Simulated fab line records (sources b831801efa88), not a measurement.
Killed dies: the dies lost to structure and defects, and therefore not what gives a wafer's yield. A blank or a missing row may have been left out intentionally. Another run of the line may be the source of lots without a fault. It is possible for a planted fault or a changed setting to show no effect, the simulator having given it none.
Commonality check across tools / flow gf180mcu / 10 lots, 30 wafers sampled

## THE REASON FOR OPENING IT
GF_V3_RS_MEAS_24, reading V3_W_RS: flagged on 2 of 10 lots. Wafers without a fault read 0.327 ohm/sq, standard deviation 0.0041.
Rule: a lot gets a flag if all its wafers with a number sit over 4 standard deviations from that mean, or if no wafer of it has a number. The other lots count as sound.

lot=L438; measured=day 22 10:58; on=film_metro-01; V3_W_RS (ohm/sq), wafer by wafer=0.332 0.327 0.326; flag=
lot=L439; measured=day 23 04:06; on=film_metro-01; V3_W_RS (ohm/sq), wafer by wafer=0.333 0.337 0.333; flag=
lot=L440; measured=day 23 05:34; on=film_metro-02; V3_W_RS (ohm/sq), wafer by wafer=0.326 0.325 0.327; flag=
lot=L442; measured=day 23 23:01; on=film_metro-02; V3_W_RS (ohm/sq), wafer by wafer=0.325 0.328 0.333; flag=
lot=L441; measured=day 24 00:25; on=film_metro-04; V3_W_RS (ohm/sq), wafer by wafer=0.333 0.333 0.329; flag=
lot=L449; measured=day 26 09:30; on=film_metro-04; V3_W_RS (ohm/sq), wafer by wafer=0.193 0.197 0.197; flag=FLAGGED
lot=L450; measured=day 26 11:45; on=film_metro-01; V3_W_RS (ohm/sq), wafer by wafer=0.194 0.193 0.193; flag=FLAGGED
lot=L458; measured=day 28 18:03; on=film_metro-04; V3_W_RS (ohm/sq), wafer by wafer=0.325 0.322 0.326; flag=
lot=L459; measured=day 29 01:05; on=film_metro-04; V3_W_RS (ohm/sq), wafer by wafer=0.326 0.322 0.323; flag=
lot=L461; measured=day 29 18:14; on=film_metro-04; V3_W_RS (ohm/sq), wafer by wafer=0.325 0.330 0.327; flag=
The numbers of the flagged lots are 0.195 ohm/sq on average: -0.133 ohm/sq against the usual, or -32 standard deviations.

## WHICH TOOL RAN EACH LOT
The record holds 2 process steps before the reading, out of a route of 602 steps. Read each cell as the tool, then ch plus the chambers that the sampled wafers visited, then the start.
lot=L438; flag=; GF_M3_METAL_ETCH_16=rie_metal-03 ch 1, day 21 09:17; GF_V3_CVD_23=cvd_w-02 ch 0,1, day 22 10:50
lot=L439; flag=; GF_M3_METAL_ETCH_16=rie_metal-01 ch 0,1, day 22 02:58; GF_V3_CVD_23=cvd_w-02 ch 0,1, day 23 03:59
lot=L440; flag=; GF_M3_METAL_ETCH_16=rie_metal-03 ch 0,1, day 22 04:13; GF_V3_CVD_23=cvd_w-01 ch 0,1, day 23 05:26
lot=L442; flag=; GF_M3_METAL_ETCH_16=rie_metal-01 ch 0,1, day 22 22:34; GF_V3_CVD_23=cvd_w-01 ch 0,1, day 23 22:53
lot=L441; flag=; GF_M3_METAL_ETCH_16=rie_metal-03 ch 0,1, day 23 00:17; GF_V3_CVD_23=cvd_w-02 ch 0,1, day 24 00:19
lot=L449; flag=FLAGGED; GF_M3_METAL_ETCH_16=rie_metal-01 ch 1, day 25 09:43; GF_V3_CVD_23=cvd_w-01 ch 0,1, day 26 09:23
lot=L450; flag=FLAGGED; GF_M3_METAL_ETCH_16=rie_metal-02 ch 0,1, day 25 12:49; GF_V3_CVD_23=cvd_w-01 ch 0,1, day 26 11:38
lot=L458; flag=; GF_M3_METAL_ETCH_16=rie_metal-02 ch 0,1, day 27 20:25; GF_V3_CVD_23=cvd_w-02 ch 0,1, day 28 17:56
lot=L459; flag=; GF_M3_METAL_ETCH_16=rie_metal-03 ch 0,1, day 28 03:16; GF_V3_CVD_23=cvd_w-02 ch 0,1, day 29 00:59
lot=L461; flag=; GF_M3_METAL_ETCH_16=rie_metal-02 ch 0,1, day 28 20:37; GF_V3_CVD_23=cvd_w-02 ch 0,1, day 29 18:07
What the steps here do:
- GF_M3_METAL_ETCH_16: etches the open film in Cl2/BCl3, stops on SiO2, target depth 627.5 nm, time 104.6 s.
- GF_V3_CVD_23: deposits W, target thk 350 nm, time 104.9 s.
- GF_V3_RS_MEAS_24: measures by four-point-probe.

## FLAGGED OVER TOTAL, TOOL BY TOOL (the gauges that took the reading come last)
step=GF_M3_METAL_ETCH_16; tool=rie_metal-01; lots run=3; flagged=1; share of the flagged lots=some; sound lots run after its first flagged lot=0
step=GF_M3_METAL_ETCH_16; tool=rie_metal-02; lots run=3; flagged=1; share of the flagged lots=some; sound lots run after its first flagged lot=2 (L458,L461)
step=GF_M3_METAL_ETCH_16; tool=rie_metal-03; lots run=4; flagged=0; share of the flagged lots=none; sound lots run after its first flagged lot=-
step=GF_V3_CVD_23; tool=cvd_w-01; lots run=4; flagged=2; share of the flagged lots=all; sound lots run after its first flagged lot=0
step=GF_V3_CVD_23; tool=cvd_w-02; lots run=6; flagged=0; share of the flagged lots=none; sound lots run after its first flagged lot=-
step=GF_V3_RS_MEAS_24; tool=film_metro-01; lots run=3; flagged=1; share of the flagged lots=some; sound lots run after its first flagged lot=0
step=GF_V3_RS_MEAS_24; tool=film_metro-02; lots run=2; flagged=0; share of the flagged lots=none; sound lots run after its first flagged lot=-
step=GF_V3_RS_MEAS_24; tool=film_metro-04; lots run=5; flagged=1; share of the flagged lots=some; sound lots run after its first flagged lot=3 (L458,L459,L461)

## WHAT THE TABLE ALLOWS
1 row of the table ran every flagged lot: cvd_w-01 at GF_V3_CVD_23.
- cvd_w-01 at GF_V3_CVD_23: 2 of its 4 lots flagged. It ran its last sound lot, L442, at day 23 22:53 and its first flagged lot, L449, at day 26 09:23: a fault with its onset between the two fits. Its own readings lie more than 4 standard deviations out on every wafer of the flagged lots: susceptor_temp_C.
Left over: one tool, cvd_w-01 at GF_V3_CVD_23.

## WHAT THE SIMULATOR HAD INSERTED
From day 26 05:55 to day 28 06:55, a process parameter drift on cvd_w-01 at GF_V3_CVD_23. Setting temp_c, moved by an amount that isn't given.
Lots struck among those shown: L449, L450. Same finding as the rule above.
